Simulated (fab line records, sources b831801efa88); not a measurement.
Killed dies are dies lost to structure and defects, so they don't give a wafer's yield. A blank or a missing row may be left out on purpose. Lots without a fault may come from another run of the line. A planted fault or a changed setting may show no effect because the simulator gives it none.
A sampling plan put to the test | flow sfq_line | one fab line, 15 faults that these records tell of, each judged on the records of the lots that it struck
The plan is the line's own looks: the steps of the route at which a gauge or an inspection reads the wafer and doesn't change it. A look can be judged if struck wafers have a number there and the file gives its usual mean and standard deviation on fault-free wafers. Caught: at a look after the fault's first step, the mean of the struck wafers lies 4 or more of those standard deviations (sigma) from the usual mean. On the tool: the same test on the tool's own readings at the fault's steps. Another recipe on the struck wafers, or a record that is blank for them alone, also counts as caught.

THE FAULTS, as the simulator had put them in
1. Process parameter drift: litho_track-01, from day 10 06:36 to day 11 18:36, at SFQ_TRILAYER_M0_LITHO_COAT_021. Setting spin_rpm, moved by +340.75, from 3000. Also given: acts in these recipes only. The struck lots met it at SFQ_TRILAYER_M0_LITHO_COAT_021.
2. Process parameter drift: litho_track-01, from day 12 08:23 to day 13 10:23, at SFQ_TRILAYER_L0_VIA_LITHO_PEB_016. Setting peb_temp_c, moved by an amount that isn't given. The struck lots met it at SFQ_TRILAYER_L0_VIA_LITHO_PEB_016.
3. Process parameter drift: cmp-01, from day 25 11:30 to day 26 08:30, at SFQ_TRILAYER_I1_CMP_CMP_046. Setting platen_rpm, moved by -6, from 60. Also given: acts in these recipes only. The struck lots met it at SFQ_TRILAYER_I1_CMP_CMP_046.
4. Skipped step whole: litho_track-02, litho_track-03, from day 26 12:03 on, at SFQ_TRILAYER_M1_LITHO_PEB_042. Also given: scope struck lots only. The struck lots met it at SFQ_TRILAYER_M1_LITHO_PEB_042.
5. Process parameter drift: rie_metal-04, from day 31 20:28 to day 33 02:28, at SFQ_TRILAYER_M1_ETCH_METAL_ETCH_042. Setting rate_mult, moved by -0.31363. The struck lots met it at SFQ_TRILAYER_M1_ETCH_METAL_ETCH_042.
6. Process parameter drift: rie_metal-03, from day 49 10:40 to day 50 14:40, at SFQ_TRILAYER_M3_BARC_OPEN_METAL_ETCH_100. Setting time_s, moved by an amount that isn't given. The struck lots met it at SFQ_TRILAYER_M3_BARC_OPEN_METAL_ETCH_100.
7. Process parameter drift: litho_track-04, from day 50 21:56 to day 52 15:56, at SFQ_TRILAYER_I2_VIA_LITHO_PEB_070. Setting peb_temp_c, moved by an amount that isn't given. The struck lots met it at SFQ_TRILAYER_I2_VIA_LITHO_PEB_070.
8. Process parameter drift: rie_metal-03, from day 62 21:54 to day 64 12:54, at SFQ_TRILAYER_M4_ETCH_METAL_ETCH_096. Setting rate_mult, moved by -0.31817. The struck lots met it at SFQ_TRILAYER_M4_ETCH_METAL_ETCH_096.
9. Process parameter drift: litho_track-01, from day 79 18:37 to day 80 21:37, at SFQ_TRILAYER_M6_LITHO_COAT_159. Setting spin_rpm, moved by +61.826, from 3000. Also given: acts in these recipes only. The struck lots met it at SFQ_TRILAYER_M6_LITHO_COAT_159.
10. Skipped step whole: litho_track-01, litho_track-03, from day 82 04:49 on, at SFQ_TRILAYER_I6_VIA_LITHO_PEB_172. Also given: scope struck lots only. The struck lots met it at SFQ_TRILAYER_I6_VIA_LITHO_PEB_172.
11. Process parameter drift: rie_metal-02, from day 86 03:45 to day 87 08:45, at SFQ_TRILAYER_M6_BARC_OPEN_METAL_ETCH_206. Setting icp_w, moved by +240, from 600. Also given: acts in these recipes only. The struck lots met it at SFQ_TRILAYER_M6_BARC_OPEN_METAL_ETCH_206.
12. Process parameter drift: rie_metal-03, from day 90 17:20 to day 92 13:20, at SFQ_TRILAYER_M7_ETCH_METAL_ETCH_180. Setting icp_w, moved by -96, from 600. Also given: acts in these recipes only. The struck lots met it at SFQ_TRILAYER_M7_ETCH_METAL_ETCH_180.
13. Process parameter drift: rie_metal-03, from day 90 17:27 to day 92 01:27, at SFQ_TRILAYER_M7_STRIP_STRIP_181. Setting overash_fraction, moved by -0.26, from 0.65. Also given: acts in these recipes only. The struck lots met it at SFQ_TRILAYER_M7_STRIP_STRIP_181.
14. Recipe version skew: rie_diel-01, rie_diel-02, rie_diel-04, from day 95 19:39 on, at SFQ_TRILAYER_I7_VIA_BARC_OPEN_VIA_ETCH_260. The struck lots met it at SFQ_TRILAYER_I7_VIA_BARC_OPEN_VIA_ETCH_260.
15. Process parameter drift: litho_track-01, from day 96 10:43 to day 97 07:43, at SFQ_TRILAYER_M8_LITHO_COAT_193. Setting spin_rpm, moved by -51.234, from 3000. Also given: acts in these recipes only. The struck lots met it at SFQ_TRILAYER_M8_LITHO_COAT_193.

WHAT THE PLAN SAW
fault | on the tool itself                               | first look that catches it                      | reading, sigma | median hours from its first step to that look | hours from the fault's start to the first struck lot there | judged looks passed uncaught
1     | spin_speed_rpm +99 or beyond sigma               | no look after it can be judged                  | -              | -                                             | -                                                          | 0
2     | heater_power_total_W +10 sigma                   | no look after it can be judged                  | -              | -                                             | -                                                          | 0
3     | platen_rpm -99 or beyond sigma                   | no look after it can be judged                  | -              | -                                             | -                                                          | 0
4     | the tool's record is blank for the struck wafers | no look after it can be judged                  | -              | -                                             | -                                                          | 0
5     | oes_product_au -11 sigma                         | no look after it can be judged                  | -              | -                                             | -                                                          | 0
6     | oes_product_au +5.4 sigma                        | none of the 2 looks that can be judged after it | -              | -                                             | -                                                          | 2
7     | heater_power_total_W -23 sigma                   | not the one look that can be judged after it    | -              | -                                             | -                                                          | 1
8     | oes_product_au -14 sigma                         | not the one look that can be judged after it    | -              | -                                             | -                                                          | 1
9     | spin_speed_rpm +26 sigma                         | no look after it can be judged                  | -              | -                                             | -                                                          | 0
10    | the tool's record is blank for the struck wafers | no look after it can be judged                  | -              | -                                             | -                                                          | 0
11    | rf_fwd_power_W +85 sigma                         | no look after it can be judged                  | -              | -                                             | -                                                          | 0
12    | rf_fwd_power_W -51 sigma                         | no look after it can be judged                  | -              | -                                             | -                                                          | 0
13    | under 2 sigma                                    | no look after it can be judged                  | -              | -                                             | -                                                          | 0
14    | oes_product_au +27 sigma                         | no look after it can be judged                  | -              | -                                             | -                                                          | 0
15    | spin_speed_rpm -30 sigma                         | no look after it can be judged                  | -              | -                                             | -                                                          | 0
A dash: the fault isn't caught, or these records don't give the number.

Caught at a look: 0 of 15. Caught on the tool: 14 of 15. By one or the other: 14 of 15.
Caught on the tool alone: faults 1, 2, 3, 4, 5, 6, 7, 8, 9, 10, 11, 12, 14, 15.
Caught by neither: fault 13.
